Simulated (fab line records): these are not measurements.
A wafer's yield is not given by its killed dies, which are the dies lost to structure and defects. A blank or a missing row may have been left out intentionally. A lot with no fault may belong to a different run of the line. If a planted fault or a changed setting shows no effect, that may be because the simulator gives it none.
fab line records -- flow sky130
record lots=12, wafers=34, last_day=49
route steps=708 shown SD_P@331 LI_CONTACT@365
lots untouched by any fault: they come from a run of this same line in which no faults occurred
start_h: the number of hours between the record's first day and the start of the first shown wafer of the lot -- wait_h: hours from the lot's prior step to this one -- " unchanged from the row above -- L1.1+2: a single row standing in for several wafers -- - value missing, or start not given -- * or withheld: withheld -- < > ~ a bound
route shown NAME@n: names a module that has steps shown in the file, with the first one's number in the route -- usual: mean/standard deviation of fault-free wafers -- same: alike in all rows -- chamber/n: place in a boat -- sites: the reading at each site -- _std_site: standard deviation across them -- _edge_site: mean of outer sites minus mean of inner sites -- radius_mm: for every site, how far away it sits from the centre of the wafer -- mask NAME#n: copy n -- behind: the tool/chamber that last shaped the wafer -- hold: why the lot went on hold/how many hours it stayed there/how the hold came to an end -- device: the transistor (n, p or np) that didn't switch -- end of line: the same wafers' tests at the end of the route -- a step given without rows: its recipe and nothing more -- killed: at the first sort, the dies lost to defects and structure; wafer yield is something else -- map: dies across one wafer; x = killed, . = not, _ = none there
set.NAME: the run value of the setting; set.NAME@STEP: its run value at that earlier step -- model.NAME: the simulator's own value behind a step, which no gauge read
a sample of lots followed through the steps of the route, with each step as a table and each wafer as a row
services: a tool's chamber out of use, with start hour (start_h, from the record's first day; less than 0 if before it), hours out, and reason
## steps
# step SKY_SD_P_TW_MEAS_11
# usual SD_P_TW=2815/15
lot.wafer,tool,chamber,start_h,wait_h,SD_P_TW
L977.1,film_metro-02,-,583.24,0.1,2817
L977.4,film_metro-02,-,583.24,0.1,2818
L977.6,film_metro-02,-,583.24,0.1,2817
L978.3,film_metro-03,-,594.81,0.1,2789
L978.5,film_metro-03,-,594.81,0.1,2798
L978.6,film_metro-03,-,594.81,0.1,2806
L980.1,film_metro-02,-,612.54,0.1,2808
L980.4,film_metro-02,-,612.54,0.1,2814
L980.5,film_metro-02,-,612.54,0.1,2824
L981.1,film_metro-04,-,628.29,0.1,2810
L981.2,film_metro-04,-,628.29,0.1,2802
L981.6,film_metro-04,-,628.29,0.1,2823
L982.1,film_metro-03,-,632.44,0.1,2817
L982.3,film_metro-03,-,632.44,0.1,2819
L982.4,film_metro-03,-,632.44,0.1,2819
L983.1,film_metro-04,-,634.27,0.1,2817
L983.5,film_metro-04,-,634.27,0.1,2816
L983.6,film_metro-04,-,634.27,0.1,2815
L986.1,film_metro-04,-,662.02,0.1,2817
L986.3,film_metro-04,-,662.02,0.1,2815
L986.6,film_metro-04,-,662.02,0.1,2826
L987.2,film_metro-03,-,671.90,0.1,2806
L987.3,film_metro-03,-,671.90,0.1,2822
L987.4,film_metro-03,-,671.90,0.1,2802
L988.1,film_metro-03,-,681.72,0.1,2825
L988.2,film_metro-03,-,681.72,0.1,2824
L988.4,film_metro-03,-,681.72,0.1,2823
L994.5,film_metro-02,-,729.03,0.0,2846
L994.6,film_metro-02,-,729.03,0.0,2833
L995.1,film_metro-02,-,736.49,0.1,2821
L995.5,film_metro-02,-,736.49,0.1,2834
L995.6,film_metro-02,-,736.49,0.1,2832
L996.5,film_metro-04,-,739.71,0.0,2820
L996.6,film_metro-04,-,739.71,0.0,2815
# step SKY_LI_CONTACT_BOW_MEAS_03
# recipe mode=bow
# usual LI_CONTACT_BOW=54/7.2
lot.wafer,tool,chamber,start_h,wait_h,LI_CONTACT_BOW[um]
L977.1,film_metro-03,-,642.50,0.1,60
L977.4,film_metro-03,-,642.50,0.1,58
L977.6,film_metro-03,-,642.50,0.1,45
L978.3,film_metro-03,-,653.86,0.1,55
L978.5,film_metro-03,-,653.86,0.1,50
L978.6,film_metro-03,-,653.86,0.1,51
L980.1,film_metro-03,-,670.87,0.2,49
L980.4,film_metro-03,-,670.87,0.2,50
L980.5,film_metro-03,-,670.87,0.2,58
L981.1,film_metro-04,-,686.00,0.2,68
L981.2,film_metro-04,-,686.00,0.2,62
L981.6,film_metro-04,-,686.00,0.2,56
L982.1,film_metro-03,-,691.26,0.2,60
L982.3,film_metro-03,-,691.26,0.2,55
L982.4,film_metro-03,-,691.26,0.2,52
L983.1,film_metro-03,-,692.91,0.2,57
L983.5,film_metro-03,-,692.91,0.2,58
L983.6,film_metro-03,-,692.91,0.2,47
L986.1,film_metro-03,-,719.60,0.1,71
L986.3,film_metro-03,-,719.60,0.1,61
L986.6,film_metro-03,-,719.60,0.1,72
L987.2,film_metro-04,-,727.59,0.1,68
L987.3,film_metro-04,-,727.59,0.1,57
L987.4,film_metro-04,-,727.59,0.1,47
L988.1,film_metro-04,-,738.31,0.2,41
L988.2,film_metro-04,-,738.31,0.2,63
L988.4,film_metro-04,-,738.31,0.2,52
L994.5,film_metro-02,-,783.17,0.1,50
L994.6,film_metro-02,-,783.17,0.1,43
L995.1,film_metro-03,-,791.40,0.2,45
L995.5,film_metro-03,-,791.40,0.2,64
L995.6,film_metro-03,-,791.40,0.2,48
L996.5,film_metro-03,-,794.06,0.1,55
L996.6,film_metro-03,-,794.06,0.1,50
# step SKY_LI_CONTACT_ETCH_14
# recipe chemistry=N2/H2, target=BARC, ion_energy_ev=200, source_w=500, bias_w=100, pressure_mtorr=30, n2_flow_sccm=100, h2_flow_sccm=200, stop_on=SiO2, time_s=45.9, target_depth_a=600
# usual chamber_pressure_mTorr=30.001/0.027, drypump_motor_current_A=5.7/0.44, oes_product_au=0.855/0.0051, run_length_s=74.3/0.45, throttle_valve_pct=13.225/0.009
lot.wafer,tool,chamber,start_h,wait_h,chamber_pressure_mTorr,drypump_motor_current_A,oes_product_au,rf_hours_counter_h,run_length_s,throttle_valve_pct
L977.1,rie_diel-04,1,670.75,0.0,29.999,5.6,0.852,11,74.1,13.226
L977.4,rie_diel-04,3,670.75,0.0,30.004,5.0,0.857,-,74.4,13.222
L977.6,rie_diel-04,0,670.75,0.0,29.999,6.3,0.854,-,74.6,13.231
L978.3,rie_diel-04,3,682.17,0.0,29.989,5.0,0.857,10,74.4,13.217
L978.5,rie_diel-04,1,682.17,0.0,29.987,5.6,0.856,-,74.8,13.213
L978.6,rie_diel-04,2,682.17,0.0,30.039,5.6,0.865,-,74.4,13.238
L980.1,rie_diel-04,2,699.42,0.0,30.030,5.6,0.858,35,74.2,13.229
L980.4,rie_diel-04,3,699.42,0.0,30.016,5.1,0.846,10,74.7,13.228
L980.5,rie_diel-04,0,699.42,0.0,30.016,6.4,0.851,-,74.5,13.227
L981.1,rie_diel-01,0,713.82,0.0,29.998,5.7,0.851,1,73.9,13.219
L981.2,rie_diel-01,1,713.82,0.0,29.993,6.2,0.862,5,74.8,13.224
L981.6,rie_diel-01,1,713.82,0.0,29.992,6.2,0.845,-,74.1,13.221
L982.1,rie_diel-04,3,718.87,0.0,30.004,5.1,0.860,11,74.9,13.221
L982.3,rie_diel-04,2,718.87,0.0,30.043,5.5,0.850,35,74.1,13.228
L982.4,rie_diel-04,1,718.87,0.0,29.957,5.7,0.851,12,74.7,13.227
L983.1,rie_diel-02,2,720.97,0.0,30.017,5.2,0.854,6,73.6,13.220
L983.5,rie_diel-02,2,720.97,0.0,30.015,5.2,0.850,-,73.9,13.219
L983.6,rie_diel-02,3,720.97,0.0,29.989,5.3,0.856,-,74.8,13.227
L986.1,rie_diel-02,0,747.28,0.0,30.028,6.3,0.854,10,73.6,13.215
L986.3,rie_diel-02,3,747.28,0.0,29.973,5.3,0.862,17,75.1,13.233
L986.6,rie_diel-02,3,747.28,0.0,30.040,5.3,0.845,-,74.8,13.236
L987.2,rie_diel-01,2,754.67,0.0,30.011,6.3,0.847,3,74.2,13.222
L987.3,rie_diel-01,0,754.67,0.0,29.965,5.6,0.853,2,74.3,13.229
L987.4,rie_diel-01,1,754.67,0.0,29.992,6.2,0.857,6,74.2,13.229
L988.1,rie_diel-01,3,764.88,0.0,29.996,5.7,0.858,10,74.9,13.219
L988.2,rie_diel-01,2,764.88,0.0,30.008,6.3,0.858,3,74.0,13.229
L988.4,rie_diel-01,1,764.88,0.0,29.999,6.2,0.848,6,74.2,13.234
L994.5,rie_diel-02,2,807.84,0.0,29.989,5.2,0.848,-,73.8,13.237
L994.6,rie_diel-02,3,807.84,0.0,30.006,5.3,0.666,-,104.5,13.203
L995.1,rie_diel-02,2,817.27,0.0,30.027,5.2,0.858,8,73.6,13.211
L995.5,rie_diel-02,2,817.27,0.0,29.959,5.2,0.864,-,73.6,13.231
L995.6,rie_diel-02,3,817.27,0.0,29.988,5.3,0.668,-,104.4,13.197
L996.5,rie_diel-02,2,820.04,0.0,30.037,5.2,0.857,-,74.2,13.224
L996.6,rie_diel-02,1,820.04,0.0,30.010,6.0,0.666,-,103.5,13.199
# step SKY_LI_CONTACT_STRIP_16
# recipe chemistry=O2/N2, power_w=1400, pressure_mtorr=1500, platen_temp_c=withheld, o2_flow_sccm=3000, n2_flow_sccm=300, overash_fraction=0.5
# usual chamber_pressure_mTorr=1500.0/1.2, drypump_motor_current_A=5.6/0.47, oes_product_au=0.375/0.0047, strip_time_to_endpoint_s=3.50/0.041
lot.wafer,tool,chamber,start_h,wait_h,chamber_pressure_mTorr,drypump_motor_current_A,oes_product_au,rf_hours_counter_h,strip_time_to_endpoint_s
L977.1,plasma_asher-04,1,670.88,-,1501.7,5.9,0.374,95,3.55
L977.4,plasma_asher-04,1,670.88,-,1501.7,5.9,0.375,-,3.55
L977.6,plasma_asher-04,1,670.88,-,1499.9,5.9,0.369,-,3.45
L978.3,plasma_asher-04,1,682.33,-,1499.8,5.9,0.377,-,3.51
L978.5,plasma_asher-04,0,682.33,-,1501.1,4.8,0.371,-,3.53
L978.6,plasma_asher-04,1,682.33,-,1499.2,5.9,0.374,-,3.49
L980.1,plasma_asher-03,0,699.55,-,1499.7,6.0,0.372,25,3.52
L980.4,plasma_asher-03,0,699.55,-,1503.1,6.0,0.383,-,3.53
L980.5,plasma_asher-03,0,699.55,-,1501.9,6.0,0.376,-,3.42
L981.1,plasma_asher-04,0,713.95,-,1498.0,4.8,0.363,99,3.46
L981.2,plasma_asher-04,1,713.95,-,1498.8,5.9,0.377,99,3.43
L981.6,plasma_asher-04,0,713.95,-,1500.7,4.8,0.375,-,3.43
L982.1,plasma_asher-03,0,719.00,-,1500.9,6.0,0.381,27,3.53
L982.3,plasma_asher-03,0,719.00,-,1497.3,6.0,0.378,-,3.53
L982.4,plasma_asher-03,1,719.00,-,1500.1,5.7,0.382,-,3.57
L983.1,plasma_asher-03,1,721.09,-,1500.6,5.6,0.376,27,3.47
L983.5,plasma_asher-03,1,721.09,-,1500.9,5.6,0.375,-,3.47
L983.6,plasma_asher-03,0,721.09,-,1502.2,6.0,0.378,-,3.53
L986.1,plasma_asher-04,0,747.41,-,1502.0,4.8,0.366,0,3.42
L986.3,plasma_asher-04,0,747.41,-,1500.4,4.8,0.374,-,3.49
L986.6,plasma_asher-04,0,747.41,-,1498.0,4.8,0.374,-,3.52
L987.2,plasma_asher-01,1,754.79,-,1500.8,5.9,0.384,64,3.55
L987.3,plasma_asher-01,1,754.79,-,1498.5,5.9,0.375,-,3.52
L987.4,plasma_asher-01,0,754.79,-,1500.1,5.9,0.372,-,3.44
L988.1,plasma_asher-03,0,765.01,-,1501.1,6.0,0.373,32,3.43
L988.2,plasma_asher-03,1,765.01,-,1498.5,5.7,0.375,32,3.52
L988.4,plasma_asher-03,0,765.01,-,1500.1,6.0,0.367,-,3.41
L994.5,plasma_asher-04,1,808.01,-,1501.4,5.9,0.377,-,3.53
L994.6,plasma_asher-04,0,808.01,-,1499.7,4.8,0.369,-,3.28
L995.1,plasma_asher-04,0,817.40,-,1498.6,4.8,0.377,7,3.52
L995.5,plasma_asher-04,1,817.40,-,1500.4,5.9,0.379,-,3.52
L995.6,plasma_asher-04,0,817.40,-,1498.3,4.8,0.366,-,3.26
L996.5,plasma_asher-01,0,820.21,-,1500.1,5.9,0.373,-,3.51
L996.6,plasma_asher-01,1,820.21,-,1500.6,5.9,0.365,-,3.17
# step SKY_LI_CONTACT_RS_MEAS_22
# recipe thk_meas_gauge=four-point-probe, reads=W_of_LI_CONTACT_CVD_21+TiN_of_LI_CONTACT_SPUTTER_20+Ti_of_LI_CONTACT_SPUTTER_19
# usual LI_CONTACT_W_RS=0.286/0.0031
lot.wafer,tool,chamber,start_h,wait_h,LI_CONTACT_W_RS[ohm/sq]
L977.1,film_metro-04,-,671.43,0.1,0.285
L977.4,film_metro-04,-,671.43,0.1,0.285
L977.6,film_metro-04,-,671.43,0.1,0.283
L978.3,film_metro-03,-,683.02,0.2,0.287
L978.5,film_metro-03,-,683.02,0.2,0.285
L978.6,film_metro-03,-,683.02,0.2,0.288
L980.1,film_metro-04,-,700.11,0.1,0.283
L980.4,film_metro-04,-,700.11,0.1,0.281
L980.5,film_metro-04,-,700.11,0.1,0.286
L981.1,film_metro-04,-,714.51,0.1,0.282
L981.2,film_metro-04,-,714.51,0.1,0.282
L981.6,film_metro-04,-,714.51,0.1,0.282
L982.1,film_metro-02,-,719.70,0.2,0.288
L982.3,film_metro-02,-,719.70,0.2,0.281
L982.4,film_metro-02,-,719.70,0.2,0.286
L983.1,film_metro-03,-,721.78,0.2,0.284
L983.5,film_metro-03,-,721.78,0.2,0.282
L983.6,film_metro-03,-,721.78,0.2,0.283
L986.1,film_metro-03,-,748.09,0.2,0.284
L986.3,film_metro-03,-,748.09,0.2,0.287
L986.6,film_metro-03,-,748.09,0.2,0.284
L987.2,film_metro-04,-,755.37,0.1,0.284
L987.3,film_metro-04,-,755.37,0.1,0.285
L987.4,film_metro-04,-,755.37,0.1,0.284
L988.1,film_metro-04,-,765.70,0.2,0.288
L988.2,film_metro-04,-,765.70,0.2,0.285
L988.4,film_metro-04,-,765.70,0.2,0.289
L994.5,film_metro-03,-,808.67,0.1,0.290
L994.6,film_metro-03,-,808.67,0.1,0.289
L995.1,film_metro-04,-,818.13,0.1,0.282
L995.5,film_metro-04,-,818.13,0.1,0.280
L995.6,film_metro-04,-,818.13,0.1,0.283
L996.5,film_metro-03,-,820.82,0.1,0.285
L996.6,film_metro-03,-,820.82,0.1,0.286
## services
tool,chamber,start_h,hours,kind
plasma_asher-03,-,658.24,15.6,pm
rie_diel-04,2,664.35,6.6,repair
rie_diel-02,-,669.90,1.2,repair
rie_diel-01,1,694.38,3.8,repair
rie_diel-01,1,725.57,6.5,repair
plasma_asher-04,-,733.75,9.0,pm
plasma_asher-04,0,733.75,9.0,vent_cycle
plasma_asher-04,1,733.75,9.0,vent_cycle
plasma_asher-04,0,742.75,-,clean
plasma_asher-04,1,742.75,-,clean
plasma_asher-03,-,745.30,1.6,repair
rie_diel-04,0,755.44,-,clean
rie_diel-04,0,755.44,20.4,scheduled_down
rie_diel-04,0,755.44,20.4,vent_cycle
rie_diel-01,3,760.04,3.0,repair
rie_diel-02,0,768.13,8.8,repair
rie_diel-04,2,806.64,-,clean
rie_diel-04,2,806.64,19.2,scheduled_down
rie_diel-04,2,806.64,19.2,vent_cycle
rie_diel-01,-,810.39,0.5,repair
plasma_asher-04,-,810.80,2.8,pm
plasma_asher-03,-,811.69,2.8,pm
## key
first_sign step=SKY_LI_CONTACT_ETCH_14, reading=run_length_s, direction=up, sigmas=67, usual=*, struck=*
effect step=SKY_LI_CONTACT_ETCH_14, reading=oes_product_au, direction=down, sigmas=37, usual=0.855, struck=0.666
effect step=SKY_LI_CONTACT_STRIP_16, reading=strip_time_to_endpoint_s, direction=down, sigmas=6.3, usual=*, struck=*
met_at SKY_LI_CONTACT_ETCH_14
struck_lots L994,L995,L996
struck_wafers L994.6,L995.6,L996.6
tester_left_out L994,L995,L996
not_acting_at SKY_SD_P_TW_MEAS_11,SKY_LI_CONTACT_BOW_MEAS_03,SKY_LI_CONTACT_RS_MEAS_22
onset_between 747.28 807.84
fault kind=process_parameter_drift, tool=rie_diel-02, chamber=-, onset_h=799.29, steps=SKY_LI_CONTACT_ETCH_14, channel=time_s, offset=*, shape=step, end_h=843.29, scope=struck_wafers_only, acts_in=*, stated=*
# tester_left_out: of these lots the tester's yield and bins aren't shown, on N5 and GAA mostly nor the transistor test; their killed dies are dies lost to structure and defects alone, not to doping, threshold or leakage, so they don't give the yield
